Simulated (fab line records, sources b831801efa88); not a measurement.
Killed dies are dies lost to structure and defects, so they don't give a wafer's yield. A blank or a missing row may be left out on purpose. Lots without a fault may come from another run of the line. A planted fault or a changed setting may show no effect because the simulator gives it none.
fab line records | flow sky130
record lots=11 wafers=33 last_day=50
route steps=708 shown METAL3@564 VIA3@573 PAD_OPEN@708
lots that met no fault: from a run of the same line without faults
start_h: hours from the record's first day to the start of the lot's first wafer shown | wait_h: hours since the lot's step before | " the same as in the row above | L1.1+2: a row that stands for several wafers | - no value, or no start given | * or withheld: withheld | < > ~ a bound
route shown NAME@n: a module of which the file shows steps, and the number in the route of the first | usual: mean/standard deviation of fault-free wafers | same: alike in all rows | chamber/n: place in a boat | sites: the reading at each site | _std_site: their standard deviation | _edge_site: outer sites' mean less inner sites' | radius_mm: how far each site lies from the wafer's centre | mask NAME#n: copy n | behind: the tool/chamber that last shaped the wafer | hold: why the lot was held/for how many hours/how that ended | device: the transistor (n, p or np) that didn't switch | end of line: the same wafers' tests at the end of the route | a step without rows: its recipe alone | killed: dies lost to structure and defects at the first sort, not the wafer's yield | map: a wafer's dies, x killed, . not, _ none there
set.NAME: the setting as run; set.NAME@STEP: as run at that earlier step | model.NAME: the simulator's own value behind a step, which no gauge read
steps of the route over a sample of lots; a table a step, a row a wafer
services: from which hour (start_h, from the record's first day; less than 0 if before it) a tool's chamber was out of use, for how many hours, and why
## steps
# step SKY_METAL3_OVL_MEAS_14
# usual METAL3_OVL=4/5.4
# columns lot.wafer tool chamber start_h wait_h METAL3_OVL[nm]
L629.4 overlay-01 - 911.82 0.1 1
L629.5 " - " " 3
L629.6 " - " " 5
L631.1 overlay-01 - 929.05 0.1 6
L631.3 " - " " -1
L631.4 " - " " 8
L632.3 overlay-01 - 938.91 0.1 -1
L632.4 " - " " -5
L632.6 " - " " 0
L639.1 overlay-01 - 981.01 0.1 2
L639.4 " - " " 4
L639.5 " - " " -1
L640.3 overlay-02 - 999.06 0.1 -8
L640.4 " - " " -2
L640.6 " - " " -7
L642.1 overlay-02 - 1007.05 0.1 17
L642.2 " - " " 10
L642.5 " - " " 22
L643.4 overlay-01 - 1009.27 0.1 5
L643.5 " - " " 2
L643.6 " - " " 2
L645.1 overlay-01 - 1024.28 0.1 0
L645.2 " - " " 10
L645.4 " - " " 7
L648.1 overlay-01 - 1046.01 0.1 4
L648.2 " - " " 4
L648.5 " - " " 7
L649.1 overlay-02 - 1061.43 0.1 1
L649.3 " - " " 2
L649.6 " - " " 4
L651.1 overlay-02 - 1075.63 0.1 5
L651.2 " - " " 4
L651.4 " - " " 9
# step SKY_METAL3_ETCH_16
# recipe chemistry=N2/H2 target=BARC ion_energy_ev=200 bias_w=100 pressure_mtorr=30 n2_flow_sccm=100 h2_flow_sccm=200 icp_w=500 stop_on=SiO2 time_s=88.2 target_depth_a=600
# usual bias_w=100.02/0.29 drypump_motor_current_A=5.60/0.26 oes_product_au=0.626/0.0044 rf_fwd_power_W=497.2/1.8 throttle_valve_pct=13.205/0.0095
# same time_s=88.2
# columns lot.wafer tool chamber start_h wait_h bias_w drypump_motor_current_A oes_product_au rf_fwd_power_W rf_hours_counter_h throttle_valve_pct
L629.4 rie_metal-02 0 911.90 0.0 99.95 5.47 0.637 496.5 - 13.217
L629.5 " 1 " " 100.24 5.55 0.624 496.7 - 13.198
L629.6 " 0 " " 100.09 5.47 0.621 496.7 - 13.197
L631.1 rie_metal-02 1 929.12 0.0 99.95 5.49 0.614 498.4 10 13.204
L631.3 " 0 " " 99.66 5.48 0.620 496.3 - 13.202
L631.4 " 1 " " 99.83 5.52 0.629 497.2 - 13.211
L632.3 rie_metal-03 0 939.00 0.0 99.84 5.68 0.619 498.7 - 13.202
L632.4 " 1 " " 99.72 5.81 0.626 497.6 - 13.210
L632.6 " 1 " " 100.49 5.83 0.623 497.4 - 13.207
L639.1 rie_metal-01 0 981.08 0.0 100.16 6.00 0.626 495.8 11 13.195
L639.4 " 1 " " 99.96 5.12 0.633 498.0 - 13.224
L639.5 " 0 " " 99.74 6.03 0.627 495.2 - 13.207
L640.3 rie_metal-02 0 999.15 0.0 99.61 5.51 0.635 496.6 - 13.197
L640.4 " 1 " " 99.83 5.52 0.628 495.4 - 13.203
L640.6 " 1 " " 100.33 5.56 0.634 495.2 - 13.212
L642.1 rie_metal-03 0 1007.12 0.0 99.31 5.68 0.634 497.5 22 13.196
L642.2 " 1 " " 100.57 5.83 0.624 499.8 5 13.198
L642.5 " 1 " " 100.26 5.81 0.626 496.1 - 13.206
L643.4 rie_metal-01 1 1009.35 0.0 100.10 5.12 0.616 496.1 - 13.231
L643.5 " 0 " " 100.33 6.04 0.628 497.7 - 13.205
L643.6 " 1 " " 100.56 5.13 0.629 498.6 - 13.199
L645.1 rie_metal-02 0 1024.34 0.0 99.57 5.47 0.627 496.3 0 13.220
L645.2 " 1 " " 100.22 5.54 0.627 495.6 17 13.210
L645.4 " 1 " " 99.87 5.52 0.623 497.3 - 13.202
L648.1 rie_metal-02 1 1046.08 0.0 100.60 5.50 0.622 498.7 19 13.194
L648.2 " 0 " " 99.81 5.47 0.629 493.2 2 13.211
L648.5 " 1 " " 100.15 5.54 0.626 499.8 - 13.219
L649.1 rie_metal-02 1 1061.49 0.0 100.24 5.51 0.626 495.3 20 13.194
L649.3 " 1 " " 100.27 5.52 0.621 497.7 - 13.203
L649.6 " 0 " " 100.24 5.49 0.620 495.1 - 13.203
L651.1 rie_metal-02 0 1075.69 0.0 100.32 5.46 0.630 495.9 4 13.219
L651.2 " 1 " " 100.29 5.52 0.626 494.4 20 13.202
L651.4 " 1 " " 100.14 5.50 0.626 496.3 - 13.199
# step SKY_VIA3_HDPCVD_00
# recipe material=SiO2 target_thk_nm=1635 sigma_open_frac=0.3 time_s=272.5 temp_c=400 sih4_flow_sccm=60 pressure_mtorr=6
# same time_s=272.5
# columns lot.wafer tool chamber start_h wait_h
L629.4+5+6 hdpcvd-02 0,1,2 912.84 0.1
L631.1+3+4 hdpcvd-01 0,1,0 930.01 0.0
L632.3+4+6 hdpcvd-02 0,2,1 939.90 0.0
L632.3+4+6 hdpcvd-02 0,2,1 940.23 0.3
L639.1+4+5 hdpcvd-02 2,0,2 981.97 0.0
L639.1+4+5 hdpcvd-02 2,0,2 982.30 0.3
L640.3+4+6 hdpcvd-02 0,1,0 1000.01 0.0
L642.1+2+5 hdpcvd-02 0,1,0 1008.01 0.0
L643.4+5+6 hdpcvd-01 1,0,2 1010.47 0.1
L645.1+2+4 hdpcvd-01 0,2,0 1025.23 0.0
L648.1+2+5 hdpcvd-02 1,2,2 1047.41 0.0
L649.1+3+6 hdpcvd-01 1,0,0 1062.42 0.0
L651.1+2+4 hdpcvd-02 2,1,1 1076.58 0.0
# step SKY_VIA3_THK_MEAS_01
# recipe reads=SiO2_of_VIA3_HDPCVD_00
# usual VIA3_HDPCVD_THK=1630/23
# columns lot.wafer tool chamber start_h wait_h VIA3_HDPCVD_THK[nm]
L629.4 film_metro-02 - 912.95 0.0 1618
L629.5 " - " " 1632
L629.6 " - " " 1656
L631.1 film_metro-04 - 930.17 0.1 1662
L631.3 " - " " 1642
L631.4 " - " " 1680
L632.3 film_metro-04 - 940.42 0.1 3242
L632.4 " - " " 3318
L632.6 " - " " 3250
L639.1 film_metro-03 - 982.47 0.1 3267
L639.4 " - " " 3212
L639.5 " - " " 3259
L640.3 film_metro-03 - 1000.19 0.1 1620
L640.4 " - " " 1620
L640.6 " - " " 1609
L642.1 film_metro-02 - 1008.17 0.1 1607
L642.2 " - " " 1585
L642.5 " - " " 1598
L643.4 film_metro-02 - 1010.58 0.0 1618
L643.5 " - " " 1633
L643.6 " - " " 1668
L645.1 film_metro-04 - 1025.40 0.1 1636
L645.2 " - " " 1680
L645.4 " - " " 1652
L648.1 film_metro-03 - 1047.57 0.1 1620
L648.2 " - " " 1639
L648.5 " - " " 1631
L649.1 film_metro-02 - 1062.59 0.1 1627
L649.3 " - " " 1624
L649.6 " - " " 1648
L651.1 film_metro-04 - 1076.75 0.1 1642
L651.2 " - " " 1619
L651.4 " - " " 1629
# step SKY_VIA3_STRIP_16
# recipe chemistry=O2/N2 power_w=1400 pressure_mtorr=1500 platen_temp_c=withheld o2_flow_sccm=3000 n2_flow_sccm=300 overash_fraction=0.5
# usual drypump_motor_current_A=5.92/0.27 oes_product_au=0.402/0.0046 strip_time_to_endpoint_s=4.125/0.025
# columns lot.wafer tool chamber start_h wait_h drypump_motor_current_A oes_product_au rf_hours_counter_h strip_time_to_endpoint_s
L629.4 plasma_asher-01 0 938.93 0.0 5.59 0.405 - 4.137
L629.5 " 0 " " 5.59 0.400 - 4.118
L629.6 " 1 " " 5.87 0.389 - 4.103
L631.1 plasma_asher-02 0 956.01 0.0 5.79 0.406 20 4.106
L631.3 " 1 " " 6.27 0.407 - 4.141
L631.4 " 0 " " 5.88 0.399 - 4.100
L632.3 plasma_asher-02 1 966.03 0.1 6.28 0.399 - 4.149
L632.4 " 0 " " 5.80 0.404 - 4.141
L632.6 " 0 " " 5.85 0.406 - 4.120
L639.1 plasma_asher-03 1 1007.60 0.0 5.43 0.398 58 4.117
L639.4 " 0 " " 6.13 0.397 - 4.126
L639.5 " 1 " " 5.43 0.413 - 4.118
L640.3 plasma_asher-03 1 1024.58 0.1 5.42 0.401 - 4.112
L640.4 " 0 " " 6.12 0.401 - 4.095
L640.6 " 1 " " 5.42 0.406 - 4.149
L642.1 plasma_asher-03 0 1031.95 0.0 6.10 0.409 60 4.112
L642.2 " 1 " " 5.43 0.410 60 4.144
L642.5 " 1 " " 5.43 0.404 - 4.143
L643.4 plasma_asher-02 0 1034.62 0.1 5.83 0.412 - 4.150
L643.5 " 0 " " 5.83 0.409 - 4.107
L643.6 " 1 " " 6.26 0.409 - 4.094
L645.1 plasma_asher-02 1 1048.66 0.0 6.27 0.391 30 4.097
L645.2 " 0 " " 5.88 0.403 30 4.144
L645.4 " 0 " " 5.85 0.401 - 4.086
L648.1 plasma_asher-02 0 1069.64 0.0 5.81 0.398 32 4.112
L648.2 " 1 " " 6.24 0.404 32 4.129
L648.5 " 1 " " 6.25 0.404 - 4.141
L649.1 plasma_asher-01 0 1085.15 0.0 5.60 0.397 2 4.117
L649.3 " 0 " " 5.61 0.402 - 4.188
L649.6 " 0 " " 5.61 0.411 - 4.128
L651.1 plasma_asher-01 1 1097.84 0.0 5.86 0.407 3 4.102
L651.2 " 0 " " 5.57 0.407 3 4.141
L651.4 " 0 " " 5.60 0.402 - 4.162
# step SKY_PAD_OPEN_PROBE_99
# usual defect_limited_yield=82.8/2 killed_at_M0_to_M3=43/6.4 killed_at_M4_up=3.1/2 killed_at_contacts=24/5.2 killed_at_front_end=15/4.3 killed_at_other=0.2/0.48 killed_dies=85/9.7 killed_open=47/6.9 killed_short=38/6.7 sort_bin_3_pad_short=0.9/0.48 sort_bin_5_function=10.3/1.6 sort_bin_6_memory=6.1/0.97 sort_n_pass=407/9.7 sort_yield_pct=82.8/2
# same gross_dies=492 killed_at_back_side=0 sort_bin_4_leakage[%]=0 sort_bin_8_speed[%]=0
# columns lot.wafer tool chamber start_h wait_h defect_limited_yield[%] killed_at_M0_to_M3 killed_at_M4_up killed_at_contacts killed_at_front_end killed_at_other killed_dies killed_open killed_short sort_bin_3_pad_short[%] sort_bin_5_function[%] sort_bin_6_memory[%] sort_n_pass sort_yield_pct[%]
L632.3 prober-02 - 1110.25 0.2 82.9 46 4 23 11 0 84 50 34 1.0 8.7 7.3 408 82.9
L632.4 prober-02 - 1110.30 0.2 80.7 53 3 25 14 0 95 54 41 1.0 10.6 7.7 397 80.7
L632.6 prober-02 - 1110.40 0.2 81.1 45 0 25 23 0 93 54 39 1.8 10.4 6.7 399 81.1
L639.1 prober-01 - 1144.25 0.1 81.9 45 2 23 19 0 89 54 35 0.4 11.4 6.3 403 81.9
L639.4 prober-01 - 1144.40 0.2 79.1 55 5 23 20 0 103 61 42 1.0 13.0 6.9 389 79.1
L639.5 prober-01 - 1144.45 0.2 84.1 29 3 26 20 0 78 40 38 1.6 7.3 6.9 414 84.1
L640.3 prober-02 - 1158.04 0.2 81.5 42 8 24 17 0 91 45 46 1.4 10.8 6.3 401 81.5
L640.4 prober-02 - 1158.09 0.2 81.9 52 3 18 14 2 89 50 39 0.6 11.6 5.9 403 81.9
L640.6 prober-02 - 1158.19 0.2 81.3 57 5 19 11 0 92 55 37 0.6 11.6 6.5 400 81.3
L642.2 prober-02 - 1163.88 0.1 82.9 46 0 25 13 0 84 49 35 0.6 9.8 6.7 408 82.9
L643.6 prober-01 - 1165.79 0.2 81.3 46 4 23 19 0 92 60 32 0.6 11.4 6.7 400 81.3
L649.1 prober-01 - 1204.53 0.1 80.7 48 3 30 14 0 95 60 35 1.0 11.6 6.7 397 80.7
L649.3 prober-01 - 1204.63 0.2 83.5 43 5 25 8 0 81 44 37 1.2 10.6 4.7 411 83.5
L649.6 prober-01 - 1204.78 0.2 84.6 38 2 24 12 0 76 33 43 0.8 8.9 5.7 416 84.6
# killed by level:class
L632.3 CONTACT:geometric_particle:open=13 VIA1:geometric_particle:open=9 VIA3:geometric_particle:open=9 METAL1:geometric_particle:short=8 FIELD_ISO:geometric_particle:open=5 VIA2:geometric_particle:open=5 METAL2:geometric_particle:short=4 METAL4:geometric_particle:short=4
L632.4 VIA1:geometric_particle:open=16 VIA2:geometric_particle:open=8 FIELD_ISO:geometric_particle:short=6 LI_CONTACT:geometric_particle:open=6 CONTACT:geometric_particle:open=6 METAL3:geometric_particle:short=6 CONTACT:geometric_particle:short=5 LOCAL_INTERCONNECT:geometric_particle:short=4
L632.6 VIA1:geometric_particle:open=10 POLY_GATE:geometric_particle:open=7 LOCAL_INTERCONNECT:geometric_particle:short=7 CONTACT:geometric_particle:open=7 VIA3:geometric_particle:open=6 LI_CONTACT:geometric_particle:open=5 VIA2:geometric_particle:open=5 FIELD_ISO:geometric_particle:short=4
L639.1 VIA1:geometric_particle:open=11 CONTACT:geometric_particle:open=8 LI_CONTACT:geometric_particle:open=7 VIA2:geometric_particle:short=7 POLY_GATE:geometric_particle:open=6 METAL2:geometric_particle:short=6 VIA2:geometric_particle:open=6 VIA3:geometric_particle:open=5
L639.4 VIA1:geometric_particle:open=11 VIA3:geometric_particle:open=10 CONTACT:geometric_particle:open=10 VIA2:geometric_particle:open=10 VIA1:geometric_particle:short=7 LI_CONTACT:geometric_particle:short=6 FIELD_ISO:geometric_particle:short=5 METAL1:geometric_particle:open=5
L639.5 LI_CONTACT:geometric_particle:open=9 FIELD_ISO:geometric_particle:short=7 CONTACT:geometric_particle:open=6 LOCAL_INTERCONNECT:geometric_particle:short=5 VIA1:geometric_particle:open=5 VIA3:geometric_particle:open=5 POLY_GATE:geometric_particle:short=4 VIA1:geometric_particle:short=4
L640.3 CONTACT:geometric_particle:open=11 VIA1:geometric_particle:open=10 METAL4:geometric_particle:short=7 LI_CONTACT:geometric_particle:open=6 POLY_GATE:geometric_particle:short=5 METAL2:geometric_particle:short=5 VIA2:geometric_particle:open=5 POLY_GATE:geometric_particle:open=4
L640.4 VIA1:geometric_particle:open=14 VIA2:geometric_particle:open=8 LI_CONTACT:geometric_particle:open=7 METAL1:geometric_particle:short=5 METAL2:geometric_particle:short=5 VIA2:geometric_particle:short=5 FIELD_ISO:geometric_particle:short=4 CONTACT:geometric_particle:open=4
L640.6 VIA1:geometric_particle:open=18 VIA2:geometric_particle:open=13 CONTACT:geometric_particle:open=9 VIA1:geometric_particle:short=6 METAL2:geometric_particle:short=5 METAL4:geometric_particle:short=5 LI_CONTACT:geometric_particle:short=4 FIELD_ISO:geometric_particle:open=3
L642.2 VIA2:geometric_particle:open=11 VIA1:geometric_particle:open=10 CONTACT:geometric_particle:open=9 METAL1:geometric_particle:short=7 LI_CONTACT:geometric_particle:open=6 FIELD_ISO:geometric_particle:open=4 LI_CONTACT:geometric_particle:short=4 CONTACT:geometric_particle:short=4
L643.6 VIA1:geometric_particle:open=14 CONTACT:geometric_particle:open=10 VIA2:geometric_particle:open=9 LI_CONTACT:geometric_particle:open=8 VIA3:geometric_particle:open=7 FIELD_ISO:geometric_particle:short=6 FIELD_ISO:geometric_particle:open=4 LOCAL_INTERCONNECT:geometric_particle:short=4
L649.1 LI_CONTACT:geometric_particle:open=12 VIA1:geometric_particle:open=11 CONTACT:geometric_particle:open=9 VIA2:geometric_particle:open=9 CONTACT:geometric_particle:short=8 POLY_GATE:geometric_particle:open=5 VIA1:geometric_particle:short=5 POLY_GATE:geometric_particle:short=4
L649.3 VIA1:geometric_particle:open=12 CONTACT:geometric_particle:open=9 CONTACT:geometric_particle:short=7 VIA2:geometric_particle:open=6 VIA2:geometric_particle:short=4 METAL3:geometric_particle:short=4 VIA3:geometric_particle:open=4 METAL4:geometric_particle:short=4
L649.6 VIA1:geometric_particle:open=10 LI_CONTACT:geometric_particle:open=8 CONTACT:geometric_particle:short=7 VIA2:geometric_particle:short=6 LOCAL_INTERCONNECT:geometric_particle:short=5 METAL2:geometric_particle:short=5 POLY_GATE:geometric_particle:short=4 METAL1:geometric_particle:short=4
## services
# columns tool chamber start_h hours kind
rie_metal-03 1 888.97 - clean
plasma_asher-02 - 894.69 10.6 repair
hdpcvd-01 - 950.25 15.0 pm
hdpcvd-01 0 950.25 15.0 vent_cycle
hdpcvd-01 1 950.25 15.0 vent_cycle
hdpcvd-01 2 950.25 15.0 vent_cycle
hdpcvd-01 0 965.25 - clean
hdpcvd-01 1 965.25 - clean
hdpcvd-01 2 965.25 - clean
hdpcvd-02 - 978.59 0.5 repair
rie_metal-02 - 997.21 1.5 repair
rie_metal-02 0 1005.76 - clean
rie_metal-02 0 1005.76 14.4 scheduled_down
rie_metal-02 0 1005.76 14.4 vent_cycle
rie_metal-03 - 1008.56 14.6 pm
rie_metal-01 - 1012.74 2.8 pm
rie_metal-03 - 1044.14 2.8 pm
hdpcvd-01 - 1046.98 2.8 pm
plasma_asher-01 - 1055.25 9.0 pm
plasma_asher-01 0 1055.25 9.0 vent_cycle
plasma_asher-01 1 1055.25 9.0 vent_cycle
plasma_asher-01 0 1064.25 - clean
plasma_asher-01 1 1064.25 - clean
plasma_asher-03 - 1085.22 2.8 pm
## key
first_sign step=SKY_VIA3_HDPCVD_00 reading=visit direction=added
effect step=SKY_VIA3_THK_MEAS_01 reading=VIA3_HDPCVD_THK direction=up sigmas=72 usual=1630 struck=3258
met_at SKY_VIA3_HDPCVD_00
struck_lots L632,L639
not_acting_at SKY_METAL3_OVL_MEAS_14,SKY_METAL3_ETCH_16,SKY_VIA3_STRIP_16
fault kind=repeated_step_whole tool=hdpcvd-01,hdpcvd-02 chamber=- onset_h=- steps=SKY_VIA3_HDPCVD_00 times=1 scope=struck_lots_only
